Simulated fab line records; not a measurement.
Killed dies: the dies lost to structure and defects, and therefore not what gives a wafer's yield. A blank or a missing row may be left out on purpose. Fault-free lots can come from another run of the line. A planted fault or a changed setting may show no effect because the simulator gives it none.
The tool behind it: which one? / flow sky130 / 12 lots with 36 wafers sampled at 3 steps, on a route of 708 steps

## WHAT EACH GAUGE READ, for each wafer
SKY_POLY_GATE_THK_MEAS_01.
lot=L911; measured=day 14 23:52; on=film_metro-01; POLY_GATE_CVD_00_THK (nm)=178.9 177.0 177.8
lot=L912; measured=day 15 07:13; on=film_metro-01; POLY_GATE_CVD_00_THK (nm)=175.2 176.8 175.2
lot=L914; measured=day 16 07:06; on=film_metro-01; POLY_GATE_CVD_00_THK (nm)=177.1 177.6 178.5
lot=L915; measured=day 16 15:43; on=film_metro-02; POLY_GATE_CVD_00_THK (nm)=180.8 180.1 181.5
lot=L918; measured=day 17 13:07; on=film_metro-03; POLY_GATE_CVD_00_THK (nm)=180.9 180.1 181.1
lot=L919; measured=day 17 23:16; on=film_metro-03; POLY_GATE_CVD_00_THK (nm)=177.8 177.8 178.8
lot=L923; measured=day 19 10:52; on=film_metro-01; POLY_GATE_CVD_00_THK (nm)=179.4 180.2 178.6
lot=L926; measured=day 20 15:02; on=film_metro-03; POLY_GATE_CVD_00_THK (nm)=178.4 179.6 179.2
lot=L927; measured=day 20 19:26; on=film_metro-02; POLY_GATE_CVD_00_THK (nm)=179.5 179.7 179.9
lot=L928; measured=day 21 07:24; on=film_metro-03; POLY_GATE_CVD_00_THK (nm)=181.0 180.3 178.5
lot=L929; measured=day 21 16:19; on=film_metro-03; POLY_GATE_CVD_00_THK (nm)=182.0 181.7 181.8
lot=L930; measured=day 22 00:42; on=film_metro-02; POLY_GATE_CVD_00_THK (nm)=182.0 182.5 182.1

SKY_POLY_CUT_OVL_MEAS_09.
lot=L911; measured=day 25 10:11; on=overlay-01; POLY_CUT_OVL (nm)=-14 -3 -8
lot=L912; measured=day 25 16:59; on=overlay-02; POLY_CUT_OVL (nm)=2 -1 -3
lot=L914; measured=day 26 19:27; on=overlay-01; POLY_CUT_OVL (nm)=-1 -1 -5
lot=L915; measured=day 27 06:06; on=overlay-01; POLY_CUT_OVL (nm)=-4 -12 -9
lot=L918; measured=day 28 00:47; on=overlay-02; POLY_CUT_OVL (nm)=-12 -9 -3
lot=L919; measured=day 28 09:56; on=overlay-02; POLY_CUT_OVL (nm)=-7 -3 -8
lot=L923; measured=day 29 22:02; on=overlay-01; POLY_CUT_OVL (nm)=11 7 5
lot=L926; measured=day 30 20:47; on=overlay-02; POLY_CUT_OVL (nm)=1 2 2
lot=L927; measured=day 30 22:44; on=overlay-01; POLY_CUT_OVL (nm)=0 -4 2
lot=L928; measured=day 31 11:11; on=overlay-01; POLY_CUT_OVL (nm)=8 3 4
lot=L929; measured=day 31 20:32; on=overlay-02; POLY_CUT_OVL (nm)=-2 -3 -1
lot=L930; measured=day 32 04:47; on=overlay-02; POLY_CUT_OVL (nm)=1 2 -5

## WHAT TOOL EACH LOT RAN ON (gives the tool, then ch and the chambers of the sampled wafers, and finally the start)
lot=L911; SKY_GATE_OXIDE_OXIDATION_16=furnace-02 ch 0, day 14 21:07
lot=L912; SKY_GATE_OXIDE_OXIDATION_16=furnace-02 ch 0, day 15 03:52
lot=L914; SKY_GATE_OXIDE_OXIDATION_16=furnace-01 ch 0, day 16 04:21
lot=L915; SKY_GATE_OXIDE_OXIDATION_16=furnace-02 ch 0, day 16 12:59
lot=L918; SKY_GATE_OXIDE_OXIDATION_16=furnace-02 ch 0, day 17 10:23
lot=L919; SKY_GATE_OXIDE_OXIDATION_16=furnace-02 ch 0, day 17 20:31
lot=L923; SKY_GATE_OXIDE_OXIDATION_16=furnace-01 ch 0, day 19 08:08
lot=L926; SKY_GATE_OXIDE_OXIDATION_16=furnace-01 ch 0, day 20 12:18
lot=L927; SKY_GATE_OXIDE_OXIDATION_16=furnace-02 ch 0, day 20 16:41
lot=L928; SKY_GATE_OXIDE_OXIDATION_16=furnace-02 ch 0, day 21 04:40
lot=L929; SKY_GATE_OXIDE_OXIDATION_16=furnace-02 ch 0, day 21 13:35
lot=L930; SKY_GATE_OXIDE_OXIDATION_16=furnace-02 ch 0, day 21 21:58
- SKY_GATE_OXIDE_OXIDATION_16: stabilise 600 s, purge 300 s, target thk 3.57 nm.

## WHAT THE TOOLS THEMSELVES READ (means of the sampled wafers that have a number; where no wafer has one, the mark that the record gives instead)
SKY_GATE_OXIDE_OXIDATION_16.
lot=L911; tool=furnace-02; spike_tc_bottom_C (C)=815; spike_tc_centre_C (C)=799.0; spike_tc_lower_C (C)=800.9; spike_tc_top_C (C)=814.5; spike_tc_upper_C (C)=799.5; tube_center_temp_C (C)=800; tube_center_temp_C_max=802.3; zone_power_bottom_pct (%)=19.3
lot=L912; tool=furnace-02; spike_tc_bottom_C (C)=814; spike_tc_centre_C (C)=798.6; spike_tc_lower_C (C)=801.0; spike_tc_top_C (C)=815.2; spike_tc_upper_C (C)=800.4; tube_center_temp_C (C)=800; tube_center_temp_C_max=802.3; zone_power_bottom_pct (%)=19.4
lot=L914; tool=furnace-01; spike_tc_bottom_C (C)=822; spike_tc_centre_C (C)=800.9; spike_tc_lower_C (C)=800.7; spike_tc_top_C (C)=816.7; spike_tc_upper_C (C)=801.4; tube_center_temp_C (C)=800; tube_center_temp_C_max=802.1; zone_power_bottom_pct (%)=22.1
lot=L915; tool=furnace-02; spike_tc_bottom_C (C)=814; spike_tc_centre_C (C)=797.4; spike_tc_lower_C (C)=800.8; spike_tc_top_C (C)=814.5; spike_tc_upper_C (C)=801.1; tube_center_temp_C (C)=800; tube_center_temp_C_max=802.0; zone_power_bottom_pct (%)=19.5
lot=L918; tool=furnace-02; spike_tc_bottom_C (C)=804; spike_tc_centre_C (C)=787.0; spike_tc_lower_C (C)=790.8; spike_tc_top_C (C)=804.8; spike_tc_upper_C (C)=789.4; tube_center_temp_C (C)=789; tube_center_temp_C_max=791.3; zone_power_bottom_pct (%)=18.7
lot=L919; tool=furnace-02; spike_tc_bottom_C (C)=804; spike_tc_centre_C (C)=787.9; spike_tc_lower_C (C)=790.8; spike_tc_top_C (C)=803.7; spike_tc_upper_C (C)=789.9; tube_center_temp_C (C)=789; tube_center_temp_C_max=791.6; zone_power_bottom_pct (%)=18.9
lot=L923; tool=furnace-01; spike_tc_bottom_C (C)=823; spike_tc_centre_C (C)=800.6; spike_tc_lower_C (C)=800.2; spike_tc_top_C (C)=815.9; spike_tc_upper_C (C)=800.8; tube_center_temp_C (C)=800; tube_center_temp_C_max=801.7; zone_power_bottom_pct (%)=22.1
lot=L926; tool=furnace-01; spike_tc_bottom_C (C)=824; spike_tc_centre_C (C)=800.9; spike_tc_lower_C (C)=799.8; spike_tc_top_C (C)=815.6; spike_tc_upper_C (C)=801.2; tube_center_temp_C (C)=800; tube_center_temp_C_max=802.1; zone_power_bottom_pct (%)=22.1
lot=L927; tool=furnace-02; spike_tc_bottom_C (C)=814; spike_tc_centre_C (C)=799.1; spike_tc_lower_C (C)=801.3; spike_tc_top_C (C)=813.5; spike_tc_upper_C (C)=800.6; tube_center_temp_C (C)=800; tube_center_temp_C_max=801.9; zone_power_bottom_pct (%)=19.3
lot=L928; tool=furnace-02; spike_tc_bottom_C (C)=815; spike_tc_centre_C (C)=799.6; spike_tc_lower_C (C)=802.3; spike_tc_top_C (C)=814.1; spike_tc_upper_C (C)=801.0; tube_center_temp_C (C)=800; tube_center_temp_C_max=802.0; zone_power_bottom_pct (%)=19.5
lot=L929; tool=furnace-02; spike_tc_bottom_C (C)=814; spike_tc_centre_C (C)=798.6; spike_tc_lower_C (C)=802.4; spike_tc_top_C (C)=815.5; spike_tc_upper_C (C)=800.5; tube_center_temp_C (C)=800; tube_center_temp_C_max=802.3; zone_power_bottom_pct (%)=19.5
lot=L930; tool=furnace-02; spike_tc_bottom_C (C)=815; spike_tc_centre_C (C)=798.7; spike_tc_lower_C (C)=801.9; spike_tc_top_C (C)=814.0; spike_tc_upper_C (C)=800.8; tube_center_temp_C (C)=800; tube_center_temp_C_max=802.0; zone_power_bottom_pct (%)=19.5

## THE ANSWER, worked out from the rows above alone
Rule: usual is defined by the lots themselves. The widest of any qualifying gaps counts: lots, ordered by their means at a reading, are off when they make up no more than a third of the lots, leave a main group of 4 or more, and stand apart from it by 3 or more times the standard deviation of that group's means. If all means in a main group match to the digits the tables above print for the reading, that group is not used. A lot without any number at a reading at which 4 lots or more have one is off too. Where the step has rows for the other lots, those lots are counted as sound. After the gauges, taken in route order, come the tools' own readings; for these a lot's mean is taken, as printed above. At the first step where some lot is off, the reading lying furthest off is the one used; lots without a number count as furthest.
Off, at SKY_GATE_OXIDE_OXIDATION_16 on tube_center_temp_C_max: L918, L919. Main group: mean 802.1, sd 0.18.
If a tool, at that step or one of the process steps before it, ran each lot that is off and ran no sound lot following the first of them, it fits. None of those tried fits.

## WHAT WAS PUT IN BY THE SIMULATOR
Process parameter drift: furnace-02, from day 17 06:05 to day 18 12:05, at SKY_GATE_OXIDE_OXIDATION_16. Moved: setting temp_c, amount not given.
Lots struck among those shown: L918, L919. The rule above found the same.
